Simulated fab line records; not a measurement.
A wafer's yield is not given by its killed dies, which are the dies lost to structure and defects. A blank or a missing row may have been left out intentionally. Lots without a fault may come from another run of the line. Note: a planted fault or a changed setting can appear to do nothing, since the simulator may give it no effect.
2 desks looking at one fault / flow sky130 / only its own numbers are on each desk; what lay behind them is given at the end

TOOL OWNER'S DESK, implanter-02
SKY_VT_ADJUST_NCORE_IMPLANT_09, tool's own readings: per-lot mean of the sampled wafers with a number, covering each lot this tool ran. If a lot's mean is further than 4 standard deviations from the usual mean, the lot is out of limits and carries the mark OUT (the distance appears in the brackets).
Columns: A = doseIonsCm2 at SKY_VT_ADJUST_NCORE_IMPLANT_09, usual 2.4004e+12; B = faradayCurrentUA at SKY_VT_ADJUST_NCORE_IMPLANT_09, usual 13.55
lot=L592; first seen here=day 8 22:48; A=2.4017e+12; B=13.64
lot=L598; first seen here=day 10 15:49; A=2.4004e+12; B=13.57
lot=L601; first seen here=day 11 14:36; A=2.1095e+12 (-99 or more) OUT; B=11.63 (-6.9) OUT
lot=L604; first seen here=day 12 13:22; A=2.1105e+12 (-99 or more) OUT; B=11.88 (-6.0) OUT
lot=L613; first seen here=day 15 07:25; A=2.4017e+12; B=13.53
This desk's finding: out of limits on L601, L604; first on L601, day 11 14:36 (doseIonsCm2 at SKY_VT_ADJUST_NCORE_IMPLANT_09). L592, L598, L613: within limits.

METROLOGY DESK
What the gauges read, lot by lot, whatever tool the lot ran on: means of the sampled wafers that have a number. If a lot's mean is further than 4 standard deviations from the usual mean, the lot is out of limits and carries the mark OUT (the distance appears in the brackets).
Columns: A = VT_ADJUST_NCORE_TW at SKY_VT_ADJUST_NCORE_TW_MEAS_11, usual 220.8
lot=L592; first seen here=day 8 23:02; A=220.3
lot=L593; first seen here=day 8 23:04; A=221.7
lot=L595; first seen here=day 9 21:04; A=220.2
lot=L596; first seen here=day 9 23:58; A=221.5
lot=L598; first seen here=day 10 16:04; A=221.0
lot=L601; first seen here=day 11 14:50; A=210.8 (-9.1) OUT
lot=L603; first seen here=day 12 00:52; A=221.1
lot=L604; first seen here=day 12 13:37; A=213.8 (-6.3) OUT
lot=L606; first seen here=day 12 20:01; A=219.8
lot=L607; first seen here=day 13 06:25; A=220.8
lot=L609; first seen here=day 13 18:55; A=221.5
lot=L610; first seen here=day 14 01:53; A=220.2
lot=L613; first seen here=day 15 07:40; A=219.6
lot=L614; first seen here=day 15 14:23; A=220.1
Per this desk, out of limits: L601, L604; the first was L601, day 11 14:50 (VT_ADJUST_NCORE_TW at SKY_VT_ADJUST_NCORE_TW_MEAS_11). L592, L593, L595, L596, L598, L603, L606, L607, L609, L610, L613, L614: within limits.

BROUGHT TOGETHER
The tool owner's desk had the chance to raise an alarm at day 11 14:36 on L601, L604.
An alarm was possible from the metrology desk at day 11 14:50, on L601, L604.
On implanter-02, each named lot ran SKY_VT_ADJUST_NCORE_IMPLANT_09.

WHAT THE SIMULATOR HAD PUT IN
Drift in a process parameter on implanter-02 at SKY_VT_ADJUST_NCORE_IMPLANT_09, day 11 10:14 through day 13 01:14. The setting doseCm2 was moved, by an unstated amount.
Lots struck among those shown: L601, L604.
Fault start to first reading out of limits, in hours, per desk: tool owner, 4; metrology, 5.
